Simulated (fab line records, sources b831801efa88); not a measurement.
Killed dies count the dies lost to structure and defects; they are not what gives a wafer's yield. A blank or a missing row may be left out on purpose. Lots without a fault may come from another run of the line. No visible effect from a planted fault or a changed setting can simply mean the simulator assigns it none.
Which tool was responsible? + flow gf180mcu + 7 lots, 21 wafers sampled, at 3 steps of a route of 602

WHAT THE GAUGES SHOWED, per wafer
GF_V5_BOW_MEAS_05.
| lot  | measured     | on            | V5_BOW (um) |
|------|--------------|---------------|-------------|
| L330 | day 27 02:38 | film metro-02 | 144 143 129 |
| L332 | day 28 00:39 | film metro-03 | 147 146 150 |
| L334 | day 28 21:18 | film metro-03 | 132 129 132 |
| L341 | day 30 20:40 | film metro-04 | 153 153 156 |
| L348 | day 32 11:57 | film metro-03 | 151 157 153 |
| L350 | day 33 01:38 | film metro-03 | 141 130 131 |
| L352 | day 33 16:45 | film metro-02 | 120 124 125 |

WHAT TOOL EACH LOT RAN ON (gives the tool, then ch and the chambers of the sampled wafers, and finally the start)
| lot  | GF_CONTACT_CVD_00                | GF_MIM_SPUTTER_07            |
|------|----------------------------------|------------------------------|
| L330 | hdpcvd-02 ch 0,1,2, day 15 19:41 | pvd sputter-02, day 25 06:21 |
| L332 | hdpcvd-02 ch 0,1,2, day 16 20:26 | pvd sputter-04, day 26 04:13 |
| L334 | hdpcvd-02 ch 0,1,2, day 17 16:38 | pvd sputter-04, day 27 02:38 |
| L341 | hdpcvd-01 ch 0,1,2, day 20 03:03 | pvd sputter-01, day 29 04:11 |
| L348 | hdpcvd-01 ch 0,1,2, day 22 13:08 | pvd sputter-04, day 30 22:10 |
| L350 | hdpcvd-02 ch 0,1, day 23 04:22   | pvd sputter-02, day 31 13:05 |
| L352 | hdpcvd-01 ch 1,2, day 24 02:48   | pvd sputter-04, day 32 06:53 |
- GF_CONTACT_CVD_00: deposits SiO2, target thk 300 nm, time 50 s.
- GF_MIM_SPUTTER_07: material TiN, target thk 60 nm, time 50 s.

THE ANSWER, worked out from the rows above alone
Rule: usual is defined by the lots themselves. Put in order of their means at a reading, lots are off if they are a third of the lots or fewer, leave a main group of 4 or more, and stand apart from it by a gap of 3 or more times the standard deviation of the main group's means; of several such gaps the widest counts. A main group whose means are all the same, to the digits that the tables above print for the reading, isn't used. Also off: a lot with no number at a reading for which 4 or more lots have one. All remaining lots with rows at the step are treated as sound.
No lot is off at any reading shown: from this, nothing can be told.

WHAT THE SIMULATOR PUT IN
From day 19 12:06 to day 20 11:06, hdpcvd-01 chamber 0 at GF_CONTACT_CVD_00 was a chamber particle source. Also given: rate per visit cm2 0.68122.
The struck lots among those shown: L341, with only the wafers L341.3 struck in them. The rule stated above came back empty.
